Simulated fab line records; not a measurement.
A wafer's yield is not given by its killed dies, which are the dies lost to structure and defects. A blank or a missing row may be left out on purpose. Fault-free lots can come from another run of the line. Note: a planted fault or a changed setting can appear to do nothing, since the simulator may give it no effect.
Struck lot and sound lot, side by side | flow gf180mcu | 14 out of 602 route steps
Sound: the wafers L617.2, L617.3, L617.5. Struck: wafers L606.2, L606.3, L606.5. Last of all comes the cause.
At each step with rows: each side's tool, then ch and its chambers, then its first start. Under that, the readings that differ: sound wafers | struck wafers | difference of the means | sigmas: that difference in standard deviations of wafers without a fault.
alike: words and numbers the same on both sides, and readings whose means are apart by under 2 such deviations; not compared: readings that were withheld, readings missing a value for some wafer, numbers with overlapping values and no deviation given by the record, and bounds like >300 which may hide the same value.
Wherever a step has rows on one side only, a row that says differs or no value, or a row with sigmas, the two part there. Numbers that have no deviation but don't overlap get no sigmas and don't part them. Lack of a reading on every wafer of one side parts them only where that side has two or more wafers.

first, 4 steps without rows for these wafers: GF_MIM_SOFTBAKE_15 (time 60 s); GF_MIM_EXPOSE_16 (exposes mask FuseTop, target cd 2000 nm); GF_MIM_PEB_17; GF_MIM_DEVELOP_18 (develop time 60 s).
GF_MIM_METAL_ETCH_19: etches the open film in Cl2/BCl3, stops on Si3N4, target depth 324.5 nm, time 54.1 s.
  sound on rie metal-02 ch 0,1, day 29 16:25; struck on rie metal-01 ch 1, day 26 08:35
  reading                     | sound       | struck      | difference | sigmas
  drypump motor current A (A) | 5.1 5.1 5.9 | 6.6 6.6 6.6 | +1.2       | +2
  alike: oes product au, throttle valve pct
  not compared: rf hours counter h
GF_MIM_STRIP_20: strips in O2/N2.
  sound on plasma asher-04 ch 0, day 29 16:29; struck on plasma asher-01 ch 0,1, day 26 08:43
  alike: drypump motor current A, heater power w, oes product au, strip time to endpoint s
  not compared: rf hours counter h
then, 6 steps without rows for these wafers: GF_MIM_STRIP_21 (strips in post etch residue remover, time 1200 s); GF_MIM_CLEAN_22 (cleans in DIW); GF_M5_DEHYDRATE_00 (time 60 s); GF_M5_HMDS_01 (prime time 60 s); GF_M5_COAT_02 (resist thk 1000 nm); GF_M5_SOFTBAKE_03 (time 60 s).
GF_M5_EXPOSE_04: exposes mask Metal5, target cd 280 nm.
  struck on krf scanner-02, day 26 20:02; sound on krf scanner-02 ch 0, day 30 02:07
  no value came back on the struck wafers for exposure dose mJ cm2, focus offset nm (nm), reticle temp C (C); on the sound wafers exposure dose mJ cm2 reads 27.955 27.962 27.935
  alike: mask
then, 1 step without rows for these wafers: GF_M5_PEB_05 (peb time 90 s).

WHERE THEY PART
First at GF_MIM_METAL_ETCH_19; last, within this record, at GF_M5_EXPOSE_04.

WHY: what the simulator had put in
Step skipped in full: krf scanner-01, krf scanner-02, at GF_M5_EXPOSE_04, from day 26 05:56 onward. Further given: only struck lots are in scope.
